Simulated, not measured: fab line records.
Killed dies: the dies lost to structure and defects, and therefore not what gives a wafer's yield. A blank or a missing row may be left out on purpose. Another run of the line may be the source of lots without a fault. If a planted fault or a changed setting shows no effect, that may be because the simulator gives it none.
fab line records || flow sfq_line || part 2 of 2: steps 29 to 39 of 39
[record] {"lots": 5, "wafers": 15, "last_day": 95}
route steps=325 shown I1@82 M2@88 I2@103 M3@118
lots that met no fault: taken from a fault-free run of the same line
start_h: hours from the record's first day to the start of the lot's first wafer shown || wait_h: hours elapsed since this lot's preceding step || " unchanged from the row above || L1.1+2: a row that stands for several wafers || - no value, or no start was given || * or withheld: withheld || < > ~ a bound
route shown NAME@n: NAME is a module with steps in the file, n the number in the route of the first one || usual: average and standard deviation across the fault-free wafers || same: alike in all rows || chamber/n: place in a boat || sites: readings site by site || _std_site: how widely they spread, as a standard deviation || _edge_site: mean of outer sites minus mean of inner sites || radius_mm: how far each site lies from the wafer's centre || mask NAME#n: copy n || behind: the last tool/chamber to shape the wafer || hold: why the lot went on hold/how many hours it stayed there/how the hold came to an end || device: names the non-switching transistor (n, p or np) || end of line: the tests these same wafers got at the end of their route || step lacking rows: just its recipe || killed: not the wafer's yield, but the dies lost to structure and defects at the first sort || map: shows each die of a wafer: x if killed, . if not, _ if none is there
set.NAME: setting as actually run; set.NAME@STEP: the setting as run at that earlier step || model.NAME: the simulator's own value behind a step, which no gauge read
lots seen at some steps along the route; tables by step, rows by wafer
services: the hour from which a tool's chamber was out of use, counted from the record's first day as start_h (under 0 if before that day), plus the number of hours and why
[[steps]]
[step SFQ_TRILAYER_I2_VIA_LITHO_PEB_070]
[recipe] {"peb_temp_c": 115, "peb_time_s": 60, "resist": "KrF"}
[usual] {"plate_temp_C": "115.00/0.14"}
[same] {"peb_time_s": 60}
{"lot.wafer": "L074.1", "tool": "litho_track-03", "chamber": 0, "start_h": 883.10, "wait_h": 1.0, "plate_temp_C": 115.05}
{"lot.wafer": "L074.5", "tool": "litho_track-03", "chamber": 0, "start_h": 883.10, "wait_h": 1.0, "plate_temp_C": 115.01}
{"lot.wafer": "L074.6", "tool": "litho_track-03", "chamber": 0, "start_h": 883.10, "wait_h": 1.0, "plate_temp_C": 115.04}
{"lot.wafer": "L077.2", "tool": "litho_track-02", "chamber": 0, "start_h": 889.12, "wait_h": 0.8, "plate_temp_C": 114.83}
{"lot.wafer": "L077.3", "tool": "litho_track-02", "chamber": 0, "start_h": 889.12, "wait_h": 0.8, "plate_temp_C": 114.87}
{"lot.wafer": "L077.5", "tool": "litho_track-02", "chamber": 0, "start_h": 889.12, "wait_h": 0.8, "plate_temp_C": 114.93}
{"lot.wafer": "L078.1", "tool": "litho_track-03", "chamber": 0, "start_h": 891.50, "wait_h": 1.0, "plate_temp_C": 114.94}
{"lot.wafer": "L078.2", "tool": "litho_track-03", "chamber": 0, "start_h": 891.50, "wait_h": 1.0, "plate_temp_C": 115.00}
{"lot.wafer": "L078.6", "tool": "litho_track-03", "chamber": 0, "start_h": 891.50, "wait_h": 1.0, "plate_temp_C": 114.81}
{"lot.wafer": "L087.2", "tool": "litho_track-01", "chamber": 0, "start_h": 911.11, "wait_h": 0.8, "plate_temp_C": 115.16}
{"lot.wafer": "L087.5", "tool": "litho_track-01", "chamber": 0, "start_h": 911.11, "wait_h": 0.8, "plate_temp_C": 115.20}
{"lot.wafer": "L087.6", "tool": "litho_track-01", "chamber": 0, "start_h": 911.11, "wait_h": 0.8, "plate_temp_C": 115.17}
{"lot.wafer": "L097.2", "tool": "litho_track-01", "chamber": 0, "start_h": 1055.11, "wait_h": 0.8, "plate_temp_C": 114.89}
{"lot.wafer": "L097.4", "tool": "litho_track-01", "chamber": 0, "start_h": 1055.11, "wait_h": 0.8, "plate_temp_C": 115.20}
{"lot.wafer": "L097.5", "tool": "litho_track-01", "chamber": 0, "start_h": 1055.11, "wait_h": 0.8, "plate_temp_C": 114.89}
[step SFQ_TRILAYER_I2_VIA_LITHO_DEVELOP_069]
[recipe] {"time_s": 60, "resist": "KrF"}
{"lot.wafer": "L074.1+5+6", "tool": "litho_track-03", "chamber": 0, "start_h": 883.25, "wait_h": 0.1}
{"lot.wafer": "L077.2+3+5", "tool": "litho_track-02", "chamber": 0, "start_h": 889.27, "wait_h": 0.1}
{"lot.wafer": "L078.1+2+6", "tool": "litho_track-03", "chamber": 0, "start_h": 891.65, "wait_h": 0.1}
{"lot.wafer": "L087.2+5+6", "tool": "litho_track-01", "chamber": 0, "start_h": 911.26, "wait_h": 0.1}
{"lot.wafer": "L097.2+4+5", "tool": "litho_track-01", "chamber": 0, "start_h": 1055.26, "wait_h": 0.1}
[step SFQ_I2_OVL_MEAS_918]
[usual] {"I2_OVL": "-3/6.1"}
{"lot.wafer": "L074.1", "tool": "overlay-01", "chamber": "-", "start_h": 883.40, "wait_h": 0.1, "I2_OVL[nm]": 4}
{"lot.wafer": "L074.5", "tool": "overlay-01", "chamber": "-", "start_h": 883.40, "wait_h": 0.1, "I2_OVL[nm]": -2}
{"lot.wafer": "L074.6", "tool": "overlay-01", "chamber": "-", "start_h": 883.40, "wait_h": 0.1, "I2_OVL[nm]": 4}
{"lot.wafer": "L077.2", "tool": "overlay-02", "chamber": "-", "start_h": 889.40, "wait_h": 0.1, "I2_OVL[nm]": 0}
{"lot.wafer": "L077.3", "tool": "overlay-02", "chamber": "-", "start_h": 889.40, "wait_h": 0.1, "I2_OVL[nm]": -7}
{"lot.wafer": "L077.5", "tool": "overlay-02", "chamber": "-", "start_h": 889.40, "wait_h": 0.1, "I2_OVL[nm]": -6}
{"lot.wafer": "L078.1", "tool": "overlay-02", "chamber": "-", "start_h": 891.80, "wait_h": 0.1, "I2_OVL[nm]": 1}
{"lot.wafer": "L078.2", "tool": "overlay-02", "chamber": "-", "start_h": 891.80, "wait_h": 0.1, "I2_OVL[nm]": 2}
{"lot.wafer": "L078.6", "tool": "overlay-02", "chamber": "-", "start_h": 891.80, "wait_h": 0.1, "I2_OVL[nm]": 7}
{"lot.wafer": "L087.2", "tool": "overlay-02", "chamber": "-", "start_h": 911.39, "wait_h": 0.1, "I2_OVL[nm]": 1}
{"lot.wafer": "L087.5", "tool": "overlay-02", "chamber": "-", "start_h": 911.39, "wait_h": 0.1, "I2_OVL[nm]": -2}
{"lot.wafer": "L087.6", "tool": "overlay-02", "chamber": "-", "start_h": 911.39, "wait_h": 0.1, "I2_OVL[nm]": 7}
{"lot.wafer": "L097.2", "tool": "overlay-02", "chamber": "-", "start_h": 1055.39, "wait_h": 0.1, "I2_OVL[nm]": 0}
{"lot.wafer": "L097.4", "tool": "overlay-02", "chamber": "-", "start_h": 1055.39, "wait_h": 0.1, "I2_OVL[nm]": 1}
{"lot.wafer": "L097.5", "tool": "overlay-02", "chamber": "-", "start_h": 1055.39, "wait_h": 0.1, "I2_OVL[nm]": -9}
[step SFQ_TRILAYER_I2_VIA_BARC_OPEN_VIA_ETCH_096]
[recipe] {"mask_material": "PR", "chemistry": "O2", "target_depth_nm": 125, "target": "BARC", "source_w": 500, "bias_w": 80, "pressure_mtorr": 30, "time_s": 41.7}
[usual] {"drypump_motor_current_A": "5.6/0.47", "oes_product_au": "0.685/0.0045"}
{"lot.wafer": "L074.1", "tool": "rie_diel-01", "chamber": 3, "start_h": 883.43, "wait_h": 0.0, "drypump_motor_current_A": 5.7, "oes_product_au": 0.685, "rf_hours_counter_h": 20}
{"lot.wafer": "L074.5", "tool": "rie_diel-01", "chamber": 2, "start_h": 883.43, "wait_h": 0.0, "drypump_motor_current_A": 6.0, "oes_product_au": 0.681, "rf_hours_counter_h": "-"}
{"lot.wafer": "L074.6", "tool": "rie_diel-01", "chamber": 1, "start_h": 883.43, "wait_h": 0.0, "drypump_motor_current_A": 5.3, "oes_product_au": 0.694, "rf_hours_counter_h": "-"}
{"lot.wafer": "L077.2", "tool": "rie_diel-01", "chamber": 1, "start_h": 889.43, "wait_h": 0.0, "drypump_motor_current_A": 5.3, "oes_product_au": 0.689, "rf_hours_counter_h": 0}
{"lot.wafer": "L077.3", "tool": "rie_diel-01", "chamber": 3, "start_h": 889.43, "wait_h": 0.0, "drypump_motor_current_A": 5.7, "oes_product_au": 0.686, "rf_hours_counter_h": 20}
{"lot.wafer": "L077.5", "tool": "rie_diel-01", "chamber": 2, "start_h": 889.43, "wait_h": 0.0, "drypump_motor_current_A": 6.0, "oes_product_au": 0.689, "rf_hours_counter_h": "-"}
{"lot.wafer": "L078.1", "tool": "rie_diel-04", "chamber": 3, "start_h": 891.83, "wait_h": 0.0, "drypump_motor_current_A": 4.9, "oes_product_au": 0.681, "rf_hours_counter_h": 11}
{"lot.wafer": "L078.2", "tool": "rie_diel-04", "chamber": 2, "start_h": 891.83, "wait_h": 0.0, "drypump_motor_current_A": 4.7, "oes_product_au": 0.684, "rf_hours_counter_h": 8}
{"lot.wafer": "L078.6", "tool": "rie_diel-04", "chamber": 2, "start_h": 891.83, "wait_h": 0.0, "drypump_motor_current_A": 4.6, "oes_product_au": 0.686, "rf_hours_counter_h": "-"}
{"lot.wafer": "L087.2", "tool": "rie_diel-02", "chamber": 1, "start_h": 911.42, "wait_h": 0.0, "drypump_motor_current_A": 5.9, "oes_product_au": 0.686, "rf_hours_counter_h": 8}
{"lot.wafer": "L087.5", "tool": "rie_diel-02", "chamber": 2, "start_h": 911.42, "wait_h": 0.0, "drypump_motor_current_A": 5.1, "oes_product_au": 0.691, "rf_hours_counter_h": "-"}
{"lot.wafer": "L087.6", "tool": "rie_diel-02", "chamber": 1, "start_h": 911.42, "wait_h": 0.0, "drypump_motor_current_A": 5.9, "oes_product_au": 0.688, "rf_hours_counter_h": "-"}
{"lot.wafer": "L097.2", "tool": "rie_diel-02", "chamber": 3, "start_h": 1055.42, "wait_h": 0.0, "drypump_motor_current_A": 6.0, "oes_product_au": 0.687, "rf_hours_counter_h": 16}
{"lot.wafer": "L097.4", "tool": "rie_diel-02", "chamber": 0, "start_h": 1055.42, "wait_h": 0.0, "drypump_motor_current_A": 5.6, "oes_product_au": 0.689, "rf_hours_counter_h": 4}
{"lot.wafer": "L097.5", "tool": "rie_diel-02", "chamber": 2, "start_h": 1055.42, "wait_h": 0.0, "drypump_motor_current_A": 5.1, "oes_product_au": 0.693, "rf_hours_counter_h": "-"}
[step SFQ_TRILAYER_I2_VIA_ETCH_VIA_ETCH_070]
[recipe] {"target": "SiO2", "stop_on": "Nb", "mask_material": "PR", "taper_deg": 20, "chemistry": "CHF3", "target_depth_nm": 260, "source_w": 500, "bias_w": 80, "pressure_mtorr": 30, "time_s": "withheld"}
[usual] {"drypump_motor_current_A": "5.6/0.47", "oes_product_au": "0.856/0.0055"}
{"lot.wafer": "L074.1", "tool": "rie_diel-01", "chamber": 3, "start_h": 883.47, "wait_h": 0.0, "drypump_motor_current_A": 5.7, "oes_product_au": 0.841}
{"lot.wafer": "L074.5", "tool": "rie_diel-01", "chamber": 2, "start_h": 883.47, "wait_h": 0.0, "drypump_motor_current_A": 6.0, "oes_product_au": 0.869}
{"lot.wafer": "L074.6", "tool": "rie_diel-01", "chamber": 1, "start_h": 883.47, "wait_h": 0.0, "drypump_motor_current_A": 5.3, "oes_product_au": 0.848}
{"lot.wafer": "L077.2", "tool": "rie_diel-01", "chamber": 1, "start_h": 889.47, "wait_h": 0.0, "drypump_motor_current_A": 5.3, "oes_product_au": 0.857}
{"lot.wafer": "L077.3", "tool": "rie_diel-01", "chamber": 3, "start_h": 889.47, "wait_h": 0.0, "drypump_motor_current_A": 5.7, "oes_product_au": 0.857}
{"lot.wafer": "L077.5", "tool": "rie_diel-01", "chamber": 2, "start_h": 889.47, "wait_h": 0.0, "drypump_motor_current_A": 6.1, "oes_product_au": 0.855}
{"lot.wafer": "L078.1", "tool": "rie_diel-04", "chamber": 3, "start_h": 891.87, "wait_h": 0.0, "drypump_motor_current_A": 5.0, "oes_product_au": 0.856}
{"lot.wafer": "L078.2", "tool": "rie_diel-04", "chamber": 2, "start_h": 891.87, "wait_h": 0.0, "drypump_motor_current_A": 4.7, "oes_product_au": 0.859}
{"lot.wafer": "L078.6", "tool": "rie_diel-04", "chamber": 2, "start_h": 891.87, "wait_h": 0.0, "drypump_motor_current_A": 4.7, "oes_product_au": 0.857}
{"lot.wafer": "L087.2", "tool": "rie_diel-02", "chamber": 1, "start_h": 911.46, "wait_h": 0.0, "drypump_motor_current_A": 5.8, "oes_product_au": 0.855}
{"lot.wafer": "L087.5", "tool": "rie_diel-02", "chamber": 2, "start_h": 911.46, "wait_h": 0.0, "drypump_motor_current_A": 5.1, "oes_product_au": 0.866}
{"lot.wafer": "L087.6", "tool": "rie_diel-02", "chamber": 1, "start_h": 911.46, "wait_h": 0.0, "drypump_motor_current_A": 5.9, "oes_product_au": 0.852}
{"lot.wafer": "L097.2", "tool": "rie_diel-02", "chamber": 3, "start_h": 1055.46, "wait_h": 0.0, "drypump_motor_current_A": 6.0, "oes_product_au": 0.858}
{"lot.wafer": "L097.4", "tool": "rie_diel-02", "chamber": 0, "start_h": 1055.46, "wait_h": 0.0, "drypump_motor_current_A": 5.6, "oes_product_au": 0.855}
{"lot.wafer": "L097.5", "tool": "rie_diel-02", "chamber": 2, "start_h": 1055.46, "wait_h": 0.0, "drypump_motor_current_A": 5.1, "oes_product_au": 0.862}
[step SFQ_TRILAYER_I2_VIA_STRIP_STRIP_071]
[recipe] {"gas": "O2", "power_w": 200, "platen_temp_c": 40, "overash_fraction": 0.65, "chemistry": "O2", "pressure_mtorr": 50}
[usual] {"drypump_motor_current_A": "5.6/0.36", "he_backside_leak_sccm": "3.29/0.15", "oes_product_au": "1.006/0.0063"}
{"lot.wafer": "L074.1", "tool": "rie_metal-02", "chamber": 0, "start_h": 883.59, "wait_h": "-", "drypump_motor_current_A": 5.4, "he_backside_leak_sccm": 3.28, "oes_product_au": 1.015, "rf_hours_counter_h": 99}
{"lot.wafer": "L074.5", "tool": "rie_metal-02", "chamber": 1, "start_h": 883.59, "wait_h": "-", "drypump_motor_current_A": 6.2, "he_backside_leak_sccm": 3.12, "oes_product_au": 1.004, "rf_hours_counter_h": "-"}
{"lot.wafer": "L074.6", "tool": "rie_metal-02", "chamber": 0, "start_h": 883.59, "wait_h": "-", "drypump_motor_current_A": 5.4, "he_backside_leak_sccm": 3.08, "oes_product_au": 1.008, "rf_hours_counter_h": "-"}
{"lot.wafer": "L077.2", "tool": "rie_metal-02", "chamber": 0, "start_h": 889.79, "wait_h": "-", "drypump_motor_current_A": 5.4, "he_backside_leak_sccm": 3.34, "oes_product_au": 1.006, "rf_hours_counter_h": "-"}
{"lot.wafer": "L077.3", "tool": "rie_metal-02", "chamber": 0, "start_h": 889.79, "wait_h": "-", "drypump_motor_current_A": 5.4, "he_backside_leak_sccm": 2.99, "oes_product_au": 1.000, "rf_hours_counter_h": "-"}
{"lot.wafer": "L077.5", "tool": "rie_metal-02", "chamber": 0, "start_h": 889.79, "wait_h": "-", "drypump_motor_current_A": 5.4, "he_backside_leak_sccm": 3.09, "oes_product_au": 1.009, "rf_hours_counter_h": "-"}
{"lot.wafer": "L078.1", "tool": "rie_metal-01", "chamber": 1, "start_h": 891.99, "wait_h": "-", "drypump_motor_current_A": 5.5, "he_backside_leak_sccm": 3.47, "oes_product_au": 1.009, "rf_hours_counter_h": 129}
{"lot.wafer": "L078.2", "tool": "rie_metal-01", "chamber": 0, "start_h": 891.99, "wait_h": "-", "drypump_motor_current_A": 5.9, "he_backside_leak_sccm": 3.18, "oes_product_au": 0.999, "rf_hours_counter_h": 115}
{"lot.wafer": "L078.6", "tool": "rie_metal-01", "chamber": 0, "start_h": 891.99, "wait_h": "-", "drypump_motor_current_A": 5.9, "he_backside_leak_sccm": 3.32, "oes_product_au": 1.012, "rf_hours_counter_h": "-"}
{"lot.wafer": "L087.2", "tool": "rie_metal-02", "chamber": 1, "start_h": 911.57, "wait_h": "-", "drypump_motor_current_A": 6.2, "he_backside_leak_sccm": 3.23, "oes_product_au": 1.005, "rf_hours_counter_h": 44}
{"lot.wafer": "L087.5", "tool": "rie_metal-02", "chamber": 1, "start_h": 911.57, "wait_h": "-", "drypump_motor_current_A": 6.2, "he_backside_leak_sccm": 3.18, "oes_product_au": 1.017, "rf_hours_counter_h": "-"}
{"lot.wafer": "L087.6", "tool": "rie_metal-02", "chamber": 0, "start_h": 911.57, "wait_h": "-", "drypump_motor_current_A": 5.4, "he_backside_leak_sccm": 3.55, "oes_product_au": 0.999, "rf_hours_counter_h": "-"}
{"lot.wafer": "L097.2", "tool": "rie_metal-01", "chamber": 0, "start_h": 1055.57, "wait_h": "-", "drypump_motor_current_A": 5.9, "he_backside_leak_sccm": 3.18, "oes_product_au": 1.005, "rf_hours_counter_h": 3}
{"lot.wafer": "L097.4", "tool": "rie_metal-01", "chamber": 0, "start_h": 1055.57, "wait_h": "-", "drypump_motor_current_A": 5.9, "he_backside_leak_sccm": 3.16, "oes_product_au": 1.009, "rf_hours_counter_h": "-"}
{"lot.wafer": "L097.5", "tool": "rie_metal-01", "chamber": 1, "start_h": 1055.57, "wait_h": "-", "drypump_motor_current_A": 5.4, "he_backside_leak_sccm": 3.42, "oes_product_au": 1.021, "rf_hours_counter_h": "-"}
[step SFQ_TRILAYER_I2_VIA_STRIP_SOLV_CLEAN_072]
[recipe] {"chemistry": "NMP", "temp_c": 70, "time_s": 600}
{"lot.wafer": "L074.1+5+6", "tool": "wet_bench-03", "chamber": "4,3,1", "start_h": 884.19, "wait_h": 0.4}
{"lot.wafer": "L077.2+3+5", "tool": "wet_bench-03", "chamber": "3,6,7", "start_h": 890.79, "wait_h": 0.8}
{"lot.wafer": "L078.1+2+6", "tool": "wet_bench-04", "chamber": "1,0,4", "start_h": 892.59, "wait_h": 0.4}
{"lot.wafer": "L087.2+5+6", "tool": "wet_bench-03", "chamber": "5,1,3", "start_h": 912.17, "wait_h": 0.4}
{"lot.wafer": "L097.2+4+5", "tool": "wet_bench-03", "chamber": "2,4,5", "start_h": 1056.17, "wait_h": 0.4}
[step SFQ_TRILAYER_M3_DEP_PRE_CLEAN_074]
[recipe] {"gas": "Ar", "time_s": 22.5, "bias_v": 250}
{"lot.wafer": "L074.1+5+6", "tool": "pvd_sputter-05", "chamber": "-", "start_h": 884.36, "wait_h": 0.0}
{"lot.wafer": "L077.2+3+5", "tool": "pvd_sputter-05", "chamber": "-", "start_h": 890.96, "wait_h": 0.0}
{"lot.wafer": "L078.1+2+6", "tool": "pvd_sputter-06", "chamber": "-", "start_h": 892.76, "wait_h": 0.0}
{"lot.wafer": "L087.2+5+6", "tool": "pvd_sputter-03", "chamber": "-", "start_h": 912.35, "wait_h": 0.0}
{"lot.wafer": "L097.2+4+5", "tool": "pvd_sputter-06", "chamber": "-", "start_h": 1056.35, "wait_h": 0.0}
[step SFQ_TRILAYER_M3_DEP_SPUTTER_073]
[recipe] {"material": "Nb", "base_pressure_pa": 1.33e-06, "chamber_pressure_pa": 0.1333, "substrate_temp_c": 20, "resputter_cathode_voltage_v": 400, "target_thk_nm": 200, "power_w": 2000, "time_s": 133.3}
[usual] {"throttle_valve_pct": "29.6/1.4"}
{"lot.wafer": "L074.1", "tool": "pvd_sputter-05", "chamber": "-", "start_h": 884.39, "wait_h": 0.0, "throttle_valve_pct": 31.3}
{"lot.wafer": "L074.5", "tool": "pvd_sputter-05", "chamber": "-", "start_h": 884.39, "wait_h": 0.0, "throttle_valve_pct": 31.2}
{"lot.wafer": "L074.6", "tool": "pvd_sputter-05", "chamber": "-", "start_h": 884.39, "wait_h": 0.0, "throttle_valve_pct": 26.6}
{"lot.wafer": "L077.2", "tool": "pvd_sputter-05", "chamber": "-", "start_h": 890.99, "wait_h": 0.0, "throttle_valve_pct": 29.8}
{"lot.wafer": "L077.3", "tool": "pvd_sputter-05", "chamber": "-", "start_h": 890.99, "wait_h": 0.0, "throttle_valve_pct": 31.3}
{"lot.wafer": "L077.5", "tool": "pvd_sputter-05", "chamber": "-", "start_h": 890.99, "wait_h": 0.0, "throttle_valve_pct": 31.2}
{"lot.wafer": "L078.1", "tool": "pvd_sputter-06", "chamber": "-", "start_h": 892.79, "wait_h": 0.0, "throttle_valve_pct": 30.2}
{"lot.wafer": "L078.2", "tool": "pvd_sputter-06", "chamber": "-", "start_h": 892.79, "wait_h": 0.0, "throttle_valve_pct": 31.0}
{"lot.wafer": "L078.6", "tool": "pvd_sputter-06", "chamber": "-", "start_h": 892.79, "wait_h": 0.0, "throttle_valve_pct": 30.9}
{"lot.wafer": "L087.2", "tool": "pvd_sputter-03", "chamber": "-", "start_h": 912.38, "wait_h": 0.0, "throttle_valve_pct": 28.8}
{"lot.wafer": "L087.5", "tool": "pvd_sputter-03", "chamber": "-", "start_h": 912.38, "wait_h": 0.0, "throttle_valve_pct": 29.5}
{"lot.wafer": "L087.6", "tool": "pvd_sputter-03", "chamber": "-", "start_h": 912.38, "wait_h": 0.0, "throttle_valve_pct": 30.4}
{"lot.wafer": "L097.2", "tool": "pvd_sputter-06", "chamber": "-", "start_h": 1056.38, "wait_h": 0.0, "throttle_valve_pct": 29.4}
{"lot.wafer": "L097.4", "tool": "pvd_sputter-06", "chamber": "-", "start_h": 1056.38, "wait_h": 0.0, "throttle_valve_pct": 30.0}
{"lot.wafer": "L097.5", "tool": "pvd_sputter-06", "chamber": "-", "start_h": 1056.38, "wait_h": 0.0, "throttle_valve_pct": 30.0}
[step SFQ_M3_RS_MEAS_919]
[recipe] {"thk_meas_gauge": "four-point-probe", "reads": "Nb_of_TRILAYER_M3_DEP_SPUTTER_073"}
[usual] {"M3_NB_RS": "0.893/0.0093"}
{"lot.wafer": "L074.1", "tool": "film_metro-03", "chamber": "-", "start_h": 884.48, "wait_h": 0.0, "M3_NB_RS[ohm/sq]": 0.889}
{"lot.wafer": "L074.5", "tool": "film_metro-03", "chamber": "-", "start_h": 884.48, "wait_h": 0.0, "M3_NB_RS[ohm/sq]": 0.891}
{"lot.wafer": "L074.6", "tool": "film_metro-03", "chamber": "-", "start_h": 884.48, "wait_h": 0.0, "M3_NB_RS[ohm/sq]": 0.905}
{"lot.wafer": "L077.2", "tool": "film_metro-02", "chamber": "-", "start_h": 891.10, "wait_h": 0.1, "M3_NB_RS[ohm/sq]": 0.913}
{"lot.wafer": "L077.3", "tool": "film_metro-02", "chamber": "-", "start_h": 891.10, "wait_h": 0.1, "M3_NB_RS[ohm/sq]": 0.900}
{"lot.wafer": "L077.5", "tool": "film_metro-02", "chamber": "-", "start_h": 891.10, "wait_h": 0.1, "M3_NB_RS[ohm/sq]": 0.898}
{"lot.wafer": "L078.1", "tool": "film_metro-03", "chamber": "-", "start_h": 892.88, "wait_h": 0.0, "M3_NB_RS[ohm/sq]": 0.894}
{"lot.wafer": "L078.2", "tool": "film_metro-03", "chamber": "-", "start_h": 892.88, "wait_h": 0.0, "M3_NB_RS[ohm/sq]": 0.891}
{"lot.wafer": "L078.6", "tool": "film_metro-03", "chamber": "-", "start_h": 892.88, "wait_h": 0.0, "M3_NB_RS[ohm/sq]": 0.881}
{"lot.wafer": "L087.2", "tool": "film_metro-02", "chamber": "-", "start_h": 912.49, "wait_h": 0.1, "M3_NB_RS[ohm/sq]": 0.888}
{"lot.wafer": "L087.5", "tool": "film_metro-02", "chamber": "-", "start_h": 912.49, "wait_h": 0.1, "M3_NB_RS[ohm/sq]": 0.900}
{"lot.wafer": "L087.6", "tool": "film_metro-02", "chamber": "-", "start_h": 912.49, "wait_h": 0.1, "M3_NB_RS[ohm/sq]": 0.898}
{"lot.wafer": "L097.2", "tool": "film_metro-02", "chamber": "-", "start_h": 1056.49, "wait_h": 0.1, "M3_NB_RS[ohm/sq]": 0.896}
{"lot.wafer": "L097.4", "tool": "film_metro-02", "chamber": "-", "start_h": 1056.49, "wait_h": 0.1, "M3_NB_RS[ohm/sq]": 0.906}
{"lot.wafer": "L097.5", "tool": "film_metro-02", "chamber": "-", "start_h": 1056.49, "wait_h": 0.1, "M3_NB_RS[ohm/sq]": 0.907}
[step SFQ_TRILAYER_M3_LITHO_COAT_080]
[recipe] {"resist": "BARC", "spin_rpm": 3000, "resist_thk_nm": 62}
{"lot.wafer": "L074.1+5+6", "tool": "litho_track-03", "chamber": 0, "start_h": 884.66, "wait_h": 0.1}
{"lot.wafer": "L077.2+3+5", "tool": "litho_track-04", "chamber": 0, "start_h": 891.31, "wait_h": 0.1}
{"lot.wafer": "L078.1+2+6", "tool": "litho_track-01", "chamber": 0, "start_h": 893.06, "wait_h": 0.1}
{"lot.wafer": "L087.2+5+6", "tool": "litho_track-01", "chamber": 0, "start_h": 912.70, "wait_h": 0.1}
{"lot.wafer": "L097.2+4+5", "tool": "litho_track-04", "chamber": 0, "start_h": 1056.70, "wait_h": 0.1}
[[services]]
{"tool": "pvd_sputter-04", "chamber": "-", "start_h": 553.53, "hours": 0.5, "kind": "repair"}
{"tool": "krf_scanner-02", "chamber": "-", "start_h": 567.96, "hours": 2.6, "kind": "repair"}
{"tool": "rie_metal-02", "chamber": 1, "start_h": 572.53, "hours": 6.3, "kind": "repair"}
{"tool": "krf_scanner-02", "chamber": "-", "start_h": 597.60, "hours": 1.0, "kind": "pm"}
{"tool": "krf_scanner-02", "chamber": "-", "start_h": 604.63, "hours": 5.5, "kind": "repair"}
{"tool": "krf_scanner-02", "chamber": "-", "start_h": 628.07, "hours": 24.9, "kind": "repair"}
{"tool": "rie_diel-04", "chamber": 3, "start_h": 708.10, "hours": 5.6, "kind": "repair"}
{"tool": "pvd_sputter-04", "chamber": "-", "start_h": 748.47, "hours": 0.9, "kind": "repair"}
{"tool": "rie_diel-04", "chamber": 3, "start_h": 756.06, "hours": 3.4, "kind": "repair"}
{"tool": "rie_metal-02", "chamber": "-", "start_h": 790.26, "hours": 0.8, "kind": "repair"}
{"tool": "rie_diel-04", "chamber": "-", "start_h": 813.94, "hours": 0.4, "kind": "repair"}
{"tool": "rie_diel-04", "chamber": 3, "start_h": 835.64, "hours": 7.0, "kind": "repair"}
{"tool": "rie_metal-02", "chamber": 1, "start_h": 837.73, "hours": 16.1, "kind": "repair"}
{"tool": "pvd_sputter-04", "chamber": "-", "start_h": 838.19, "hours": 1.3, "kind": "repair"}
{"tool": "rie_diel-04", "chamber": 0, "start_h": 844.36, "hours": 5.2, "kind": "repair"}
{"tool": "pvd_sputter-04", "chamber": "-", "start_h": 852.47, "hours": 0.8, "kind": "repair"}
{"tool": "pvd_sputter-04", "chamber": "-", "start_h": 857.78, "hours": 1.9, "kind": "repair"}
{"tool": "pvd_sputter-04", "chamber": "-", "start_h": 879.02, "hours": 9.3, "kind": "repair"}
{"tool": "rie_metal-02", "chamber": 1, "start_h": 885.18, "hours": 5.5, "kind": "repair"}
{"tool": "rie_diel-04", "chamber": 2, "start_h": 915.97, "hours": 9.5, "kind": "repair"}
{"tool": "rie_diel-04", "chamber": "-", "start_h": 974.12, "hours": 2.8, "kind": "pm"}
{"tool": "pvd_sputter-04", "chamber": "-", "start_h": 999.14, "hours": 1.4, "kind": "repair"}
{"tool": "rie_diel-04", "chamber": 0, "start_h": 1016.21, "hours": 4.6, "kind": "repair"}
{"tool": "rie_metal-02", "chamber": "-", "start_h": 1053.90, "hours": 2.8, "kind": "pm"}
